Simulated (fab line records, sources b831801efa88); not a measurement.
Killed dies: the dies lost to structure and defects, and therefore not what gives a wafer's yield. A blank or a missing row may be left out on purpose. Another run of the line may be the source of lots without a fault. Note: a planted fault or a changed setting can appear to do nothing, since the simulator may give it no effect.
Which of the tools did it? :: flow sky130 :: 10 lots, 30 wafers sampled, at 2 steps of a route of 708

== WHAT EACH GAUGE READ, for each wafer ==
SKY_GATE_OXIDE_TW_MEAS_14.
lot: L976
measured: day 13 12:58
on: film metro-02
GATE_OXIDE_TW: 223.9 224.2 225.1

lot: L977
measured: day 13 18:39
on: film metro-04
GATE_OXIDE_TW: 225.5 224.3 224.2

lot: L978
measured: day 14 01:47
on: film metro-04
GATE_OXIDE_TW: 225.3 225.0 227.3

lot: L979
measured: day 14 05:35
on: film metro-02
GATE_OXIDE_TW: 225.0 225.4 226.0

lot: L980
measured: day 14 12:13
on: film metro-04
GATE_OXIDE_TW: 226.6 226.3 226.9

lot: L981
measured: day 14 22:13
on: film metro-03
GATE_OXIDE_TW: 223.6 223.9 223.6

lot: L985
measured: day 16 11:40
on: film metro-04
GATE_OXIDE_TW: 225.0 226.1 226.2

lot: L986
measured: day 16 23:19
on: film metro-04
GATE_OXIDE_TW: 224.8 225.7 225.1

lot: L990
measured: day 18 17:26
on: film metro-04
GATE_OXIDE_TW: 326.4 325.9 328.8

lot: L991
measured: day 19 03:02
on: film metro-02
GATE_OXIDE_TW: 324.9 324.9 324.8

== WHAT TOOL EACH LOT RAN ON (gives the tool, then ch and the chambers of the sampled wafers, and finally the start) ==
lot: L976
SKY_GATE_OXIDE_IMPLANT_11: implanter-03 ch 0, day 13 12:37

lot: L977
SKY_GATE_OXIDE_IMPLANT_11: implanter-03 ch 0, day 13 18:18

lot: L978
SKY_GATE_OXIDE_IMPLANT_11: implanter-02 ch 0, day 14 01:25

lot: L979
SKY_GATE_OXIDE_IMPLANT_11: implanter-03 ch 0, day 14 05:16

lot: L980
SKY_GATE_OXIDE_IMPLANT_11: implanter-02 ch 0, day 14 11:46

lot: L981
SKY_GATE_OXIDE_IMPLANT_11: implanter-03 ch 0, day 14 21:46

lot: L985
SKY_GATE_OXIDE_IMPLANT_11: implanter-03 ch 0, day 16 11:19

lot: L986
SKY_GATE_OXIDE_IMPLANT_11: implanter-02 ch 0, day 16 22:58

lot: L990
SKY_GATE_OXIDE_IMPLANT_11: implanter-02 ch 0, day 18 17:05

lot: L991
SKY_GATE_OXIDE_IMPLANT_11: implanter-01 ch 0, day 19 02:41
- SKY_GATE_OXIDE_IMPLANT_11

== THE ANSWER, worked out from the rows above alone ==
Rule: the lots themselves supply what counts as usual. Put in order of their means at a reading, lots are off if they are a third of the lots or fewer, leave a main group of 4 or more, and stand apart from it by a gap of 3 or more times the standard deviation of the main group's means; of several such gaps the widest counts. The tables above print the reading to a certain number of digits; a main group whose means all agree to those digits is not used. A lot without any number at a reading at which 4 lots or more have one is off too. Where the step has rows for the other lots, those lots are counted as sound.
Off: L990, L991, seen at SKY_GATE_OXIDE_TW_MEAS_14 (GATE_OXIDE_TW). The main group has a mean of 225.2 with a standard deviation of 0.86.
A tool fits if, at a process step before that reading, it ran every lot that is off, and no sound lot after the first of them. Gauges at SKY_GATE_OXIDE_TW_MEAS_14: tried the same way as those tools. Not one of the candidates tried fits.

== WHAT THE SIMULATOR HAD INSERTED ==
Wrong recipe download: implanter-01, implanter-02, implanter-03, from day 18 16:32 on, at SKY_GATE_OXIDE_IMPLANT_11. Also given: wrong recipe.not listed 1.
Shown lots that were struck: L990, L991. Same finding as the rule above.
